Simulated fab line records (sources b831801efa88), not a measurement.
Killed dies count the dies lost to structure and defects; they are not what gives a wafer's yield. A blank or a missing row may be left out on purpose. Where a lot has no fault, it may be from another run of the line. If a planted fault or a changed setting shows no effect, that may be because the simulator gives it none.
Which of the tools did it?    flow gf180mcu    12 lots, 36 wafers sampled, at 2 steps of a route of 602

## WHAT EACH GAUGE READ, for each wafer
GF_V2_CD_MEAS_14: the cd target is 260 nm.
lot   measured      on         cd-nm (nm)
L075  day 20 18:58  cd-sem-02  259.7 259.8 258.9
L077  day 21 10:16  cd-sem-02  260.2 261.0 259.8
L078  day 22 10:40  cd-sem-01  258.7 259.4 259.8
L081  day 23 03:00  cd-sem-01  257.7 258.9 258.3
L083  day 23 23:50  cd-sem-02  259.9 261.8 260.5
L085  day 24 14:10  cd-sem-02  262.4 261.8 261.4
L087  day 25 08:24  cd-sem-01  260.8 261.2 261.3
L089  day 26 00:48  cd-sem-01  262.5 262.3 262.1
L091  day 26 11:23  cd-sem-01  258.4 258.2 257.3
L093  day 27 00:25  cd-sem-02  260.3 260.3 258.9
L095  day 27 11:58  cd-sem-01  261.0 261.2 261.2
L097  day 27 23:45  cd-sem-01  259.3 259.7 260.6

## WHICH TOOL RAN EACH LOT (tool, then ch and the chambers of the sampled wafers, then the start)
lot   GF_V1_CMP_26
L075  cmp-02 ch 0,2, day 18 16:12
L077  cmp-02 ch 0,1,2, day 19 07:49
L078  cmp-02 ch 1,2,3, day 20 08:44
L081  cmp-01 ch 0,1,2, day 20 22:01
L083  cmp-01 ch 0,1,3, day 21 23:53
L085  cmp-02 ch 2,3, day 22 16:03
L087  cmp-02 ch 0,1,2, day 23 09:55
L089  cmp-02 ch 2,3, day 24 03:10
L091  cmp-01 ch 0,1,2, day 24 14:37
L093  cmp-01 ch 0,1, day 25 03:35
L095  cmp-02 ch 0,2,3, day 25 16:52
L097  cmp-02 ch 2,3, day 26 05:02
- GF_V1_CMP_26: polishes, stops on SiO2, t overpolish 15 s, target thk 0 nm.

## THE ANSWER, worked out from the rows above alone
Rule: what is usual is taken from the lots themselves. Put in order of their means at a reading, lots are off if they are a third of the lots or fewer, leave a main group of 4 or more, and stand apart from it by a gap of 3 or more times the standard deviation of the main group's means; of several such gaps the widest counts. The tables above print the reading to a certain number of digits; a main group whose means all agree to those digits is not used. Also off: a lot with no number at a reading for which 4 or more lots have one. All remaining lots with rows at the step are treated as sound.
None of the lots is off at any reading shown; this tells nothing.

## WHAT HAD BEEN PUT IN BY THE SIMULATOR
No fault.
